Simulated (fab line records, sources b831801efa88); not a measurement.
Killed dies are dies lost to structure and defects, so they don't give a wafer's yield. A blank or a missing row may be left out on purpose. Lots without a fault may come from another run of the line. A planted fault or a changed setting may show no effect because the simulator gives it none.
Which tool did it? | flow sky130 | 11 lots, 33 wafers sampled, at 5 steps of a route of 708

WHAT THE GAUGES READ, wafer by wafer
The record holds no reading of a measuring or inspecting step that can be judged against a usual standard deviation.

WHICH TOOL RAN EACH LOT (tool, then ch and the chambers of the sampled wafers, then the start)
lot  | SKY_METAL4_CLEAN_21             | SKY_VIA4_STRIP_13                    | SKY_METAL5_METAL_ETCH_15          | SKY_PAD_OPEN_STRIP_08                | SKY_PAD_OPEN_PROBE_99
L510 | wet_bench-02 ch 1, day 41 17:04 | plasma_asher-01 ch 1, day 42 17:03   | rie_metal-02 ch 0,1, day 43 16:25 | plasma_asher-01 ch 1, day 45 13:23   | prober-01, day 45 15:39
L511 | wet_bench-03 ch 1, day 42 03:26 | plasma_asher-03 ch 0,1, day 43 03:05 | rie_metal-04 ch 0,1, day 44 03:10 | plasma_asher-02 ch 0,1, day 45 23:35 | prober-02, day 46 01:53
L512 | wet_bench-02 ch 1, day 42 10:09 | plasma_asher-01 ch 0,1, day 43 09:47 | rie_metal-01 ch 0,1, day 44 10:13 | plasma_asher-04 ch 0,1, day 46 05:59 | prober-01, day 46 08:12
L516 | wet_bench-03 ch 1, day 43 13:20 | plasma_asher-01 ch 0,1, day 44 12:14 | rie_metal-01 ch 0,1, day 45 11:06 | plasma_asher-04 ch 0,1, day 47 05:50 | prober-02, day 47 08:10
L517 | wet_bench-02 ch 0, day 44 01:52 | plasma_asher-04 ch 0,1, day 44 23:47 | rie_metal-04 ch 0,1, day 45 21:42 | plasma_asher-02 ch 0,1, day 47 13:46 | prober-01, day 47 16:03
L519 | wet_bench-03 ch 1, day 44 09:10 | plasma_asher-03 ch 0,1, day 45 06:54 | rie_metal-02 ch 0,1, day 46 05:34 | plasma_asher-01 ch 0,1, day 47 21:56 | prober-01, day 48 00:11
L522 | wet_bench-03 ch 0, day 45 01:31 | plasma_asher-03 ch 0,1, day 45 23:02 | rie_metal-04 ch 0,1, day 46 19:36 | plasma_asher-04 ch 0,1, day 48 12:07 | prober-02, day 48 14:24
L523 | wet_bench-03 ch 3, day 45 09:33 | plasma_asher-01 ch 0,1, day 46 07:09 | rie_metal-02 ch 0,1, day 47 05:25 | plasma_asher-02 ch 0,1, day 48 21:05 | prober-01, day 48 23:18
L524 | wet_bench-02 ch 1, day 45 14:13 | plasma_asher-03 ch 0,1, day 46 11:44 | rie_metal-01 ch 0,1, day 47 09:09 | plasma_asher-01 ch 0,1, day 48 23:56 | prober-02, day 49 02:12
L525 | wet_bench-03 ch 0, day 45 21:34 | plasma_asher-04 ch 0,1, day 46 16:56 | rie_metal-04 ch 0,1, day 47 14:23 | plasma_asher-04 ch 0,1, day 49 04:19 | prober-01, day 49 06:36
L526 | wet_bench-03 ch 0, day 46 09:16 | plasma_asher-01 ch 0,1, day 47 06:53 | rie_metal-01 ch 0,1, day 48 04:03 | plasma_asher-04 ch 0,1, day 49 16:26 | prober-02, day 49 18:45
- SKY_METAL4_CLEAN_21: cleans in IPA, time 180 s.
- SKY_VIA4_STRIP_13: strips in O2/N2.
- SKY_METAL5_METAL_ETCH_15: etches the open film in Cl2/BCl3, stops on SiO2, target depth 1260 nm, time 252 s.
- SKY_PAD_OPEN_STRIP_08: strips in O2/N2.
- SKY_PAD_OPEN_PROBE_99

WHAT THE TOOLS THEMSELVES READ (means of the sampled wafers that have a number; where no wafer has one, the mark that the record gives instead)
SKY_VIA4_STRIP_13. Usual: drypump_motor_current_A 6.1 A, standard deviation 0.44; oes_product_au 0.709 a.u., standard deviation 0.0041; strip_time_to_endpoint_s 12.81 s, standard deviation 0.033.
lot  | tool            | drypump_motor_current_A (A) | oes_product_au (a.u.) | strip_time_to_endpoint_s (s) | flag
L510 | plasma_asher-01 | 5.6                         | 0.708                 | 12.79                        |
L511 | plasma_asher-03 | 6.4                         | 0.711                 | 12.82                        |
L512 | plasma_asher-01 | 5.8                         | 0.712                 | 12.82                        |
L516 | plasma_asher-01 | 5.9                         | 0.711                 | 12.80                        |
L517 | plasma_asher-04 | 6.3                         | 0.707                 | 12.80                        |
L519 | plasma_asher-03 | 6.4                         | 0.708                 | 12.80                        |
L522 | plasma_asher-03 | 6.4                         | 0.708                 | 12.78                        |
L523 | plasma_asher-01 | 5.8                         | 0.709                 | 12.80                        |
L524 | plasma_asher-03 | 6.4                         | 0.709                 | 12.82                        |
L525 | plasma_asher-04 | 6.3                         | 0.707                 | 12.78                        |
L526 | plasma_asher-01 | 5.8                         | 0.703                 | 12.79                        |

SKY_METAL5_METAL_ETCH_15. Usual: bcl3_flow_sccm 30.00 sccm, standard deviation 0.086; drypump_motor_current_A 5.66 A, standard deviation 0.2; mfc_cl2_sccm 59.99 sccm, standard deviation 0.16; oes_product_au 0.894 a.u., standard deviation 0.005; throttle_valve_pct 22.264 %, standard deviation 0.0096.
lot  | tool         | bcl3_flow_sccm (sccm) | drypump_motor_current_A (A) | mfc_cl2_sccm (sccm) | oes_product_au (a.u.) | throttle_valve_pct (%) | flag
L510 | rie_metal-02 | 29.96                 | 5.55                        | 59.97               | 0.891                 | 22.261                 |
L511 | rie_metal-04 | 30.01                 | 5.82                        | 60.02               | 0.895                 | 22.263                 |
L512 | rie_metal-01 | 30.03                 | 5.77                        | 59.95               | 0.896                 | 22.264                 |
L516 | rie_metal-01 | 30.01                 | 5.78                        | 60.19               | 0.890                 | 22.262                 |
L517 | rie_metal-04 | 30.05                 | 5.68                        | 60.01               | 0.891                 | 22.257                 |
L519 | rie_metal-02 | 30.04                 | 5.55                        | 60.07               | 0.892                 | 22.264                 |
L522 | rie_metal-04 | 29.95                 | 5.80                        | 59.89               | 0.889                 | 22.264                 |
L523 | rie_metal-02 | 29.91                 | 5.63                        | 60.01               | 0.891                 | 22.272                 |
L524 | rie_metal-01 | 29.96                 | 5.57                        | 60.05               | 0.893                 | 22.274                 |
L525 | rie_metal-04 | 30.04                 | 5.81                        | 60.10               | 0.890                 | 22.266                 |
L526 | rie_metal-01 | 30.06                 | 5.78                        | 60.00               | 0.895                 | 22.263                 |

SKY_PAD_OPEN_STRIP_08. Usual: drypump_motor_current_A 5.9 A, standard deviation 0.45; oes_product_au 0.663 a.u., standard deviation 0.0045; strip_time_to_endpoint_s 37.06 s, standard deviation 0.1.
lot  | tool            | drypump_motor_current_A (A) | oes_product_au (a.u.) | strip_time_to_endpoint_s (s) | flag
L510 | plasma_asher-01 | 5.6                         | 0.662                 | 36.92                        |
L511 | plasma_asher-02 | 5.8                         | 0.664                 | 37.01                        |
L512 | plasma_asher-04 | 5.8                         | 0.662                 | 37.09                        |
L516 | plasma_asher-04 | 6.3                         | 0.670                 | 37.03                        |
L517 | plasma_asher-02 | 5.8                         | 0.666                 | 36.96                        |
L519 | plasma_asher-01 | 5.7                         | 0.658                 | 36.84                        |
L522 | plasma_asher-04 | 5.8                         | 0.665                 | 36.97                        |
L523 | plasma_asher-02 | 5.8                         | 0.663                 | 36.94                        |
L524 | plasma_asher-01 | 5.9                         | 0.664                 | 37.09                        |
L525 | plasma_asher-04 | 5.8                         | 0.662                 | 37.22                        |
L526 | plasma_asher-04 | 5.8                         | 0.662                 | 37.07                        |

SKY_PAD_OPEN_PROBE_99. Usual: defect_limited_yield 82.1 %, standard deviation 1.9; killed_at_M0_to_M3 45, standard deviation 6.8; killed_at_M4_up 3.0, standard deviation 1.7; killed_at_contacts 25, standard deviation 5.7; killed_at_front_end 15, standard deviation 4.6; killed_at_other 0.3, standard deviation 0.66; killed_dies 88, standard deviation 9.5; killed_open 48, standard deviation 7.3; killed_short 39, standard deviation 6.5; sort_bin_3_pad_short 0.9 %, standard deviation 0.47; sort_bin_5_function 10.6 %, standard deviation 1.5; sort_bin_6_memory 6.4 %, standard deviation 1.2; sort_n_pass 404, standard deviation 9.5; sort_yield_pct 82.1 %, standard deviation 1.9.
lot  | tool      | defect_limited_yield (%) | killed_at_M0_to_M3 | killed_at_M4_up | killed_at_contacts | killed_at_front_end | killed_at_other | killed_dies | killed_open | killed_short | sort_bin_3_pad_short (%) | sort_bin_5_function (%) | sort_bin_6_memory (%) | sort_n_pass | sort_yield_pct (%) | flag
L510 | prober-01 | 82.8                     | 43                 | 3.3             | 17                 | 21                  | 0.3             | 85          | 47          | 37           | 1.0                      | 10.6                    | 5.6                   | 407         | 82.8               |
L511 | prober-02 | 79.9                     | 57                 | 3.0             | 23                 | 16                  | 0.3             | 99          | 60          | 39           | 0.3                      | 11.5                    | 8.3                   | 393         | 79.9               |
L512 | prober-01 | 82.7                     | 44                 | 3.0             | 21                 | 16                  | 0.3             | 85          | 48          | 36           | 0.6                      | 10.1                    | 6.6                   | 407         | 82.7               |
L516 | prober-02 | 83.7                     | 38                 | 2.3             | 21                 | 19                  | 0.0             | 80          | 42          | 38           | 0.8                      | 8.6                     | 6.8                   | 412         | 83.7               |
L517 | prober-01 | 83.9                     | 41                 | 2.3             | 24                 | 11                  | 0.7             | 79          | 45          | 33           | 0.6                      | 9.6                     | 5.9                   | 413         | 83.9               |
L519 | prober-01 | 83.1                     | 42                 | 3.7             | 25                 | 12                  | 0.0             | 83          | 45          | 38           | 1.2                      | 10.0                    | 5.6                   | 409         | 83.1               |
L522 | prober-02 | 81.6                     | 42                 | 2.7             | 28                 | 18                  | 0.0             | 91          | 50          | 41           | 1.5                      | 9.7                     | 7.2                   | 401         | 81.6               |
L523 | prober-01 | 82.6                     | 45                 | 2.7             | 23                 | 14                  | 0.3             | 85          | 43          | 42           | 0.9                      | 10.7                    | 5.8                   | 407         | 82.6               |
L524 | prober-02 | 83.3                     | 42                 | 0.0             | 23                 | 17                  | 0.3             | 82          | 47          | 36           | 0.6                      | 10.0                    | 6.2                   | 410         | 83.3               |
L525 | prober-01 | 74.4                     | 40                 | 55.0            | 19                 | 12                  | 0.3             | 126         | 37          | 38           | 3.8                      | 15.4                    | 6.5                   | 366         | 74.4               | OFF
L526 | prober-02 | 72.4                     | 38                 | 55.3            | 23                 | 17                  | 2.7             | 136         | 44          | 34           | 3.0                      | 17.2                    | 7.5                   | 356         | 72.4               | OFF

THE ANSWER, worked out from the rows above alone
Rule: a lot is off if the mean of its wafers that have a number lies more than 3 standard deviations from the usual mean. A lot without any number at a reading at which 4 lots or more have one is off too. The other lots that the step has rows for count as sound. The gauges are gone through in route order, then the tools' own readings, and for those a lot's mean is taken as printed above. The first step at which some lot is off is used, and at that step the reading that is off furthest; a lot without a number counts as furthest.
Off: L525, L526, at SKY_PAD_OPEN_PROBE_99 (killed_at_M4_up).
A tool fits if, at that step or a process step before it, it ran every lot that is off, and no sound lot after the first of them. Can't be told from this: 2 tools fit, wet_bench-03 at SKY_METAL4_CLEAN_21, plasma_asher-04 at SKY_PAD_OPEN_STRIP_08.

WHAT THE SIMULATOR HAD PUT IN
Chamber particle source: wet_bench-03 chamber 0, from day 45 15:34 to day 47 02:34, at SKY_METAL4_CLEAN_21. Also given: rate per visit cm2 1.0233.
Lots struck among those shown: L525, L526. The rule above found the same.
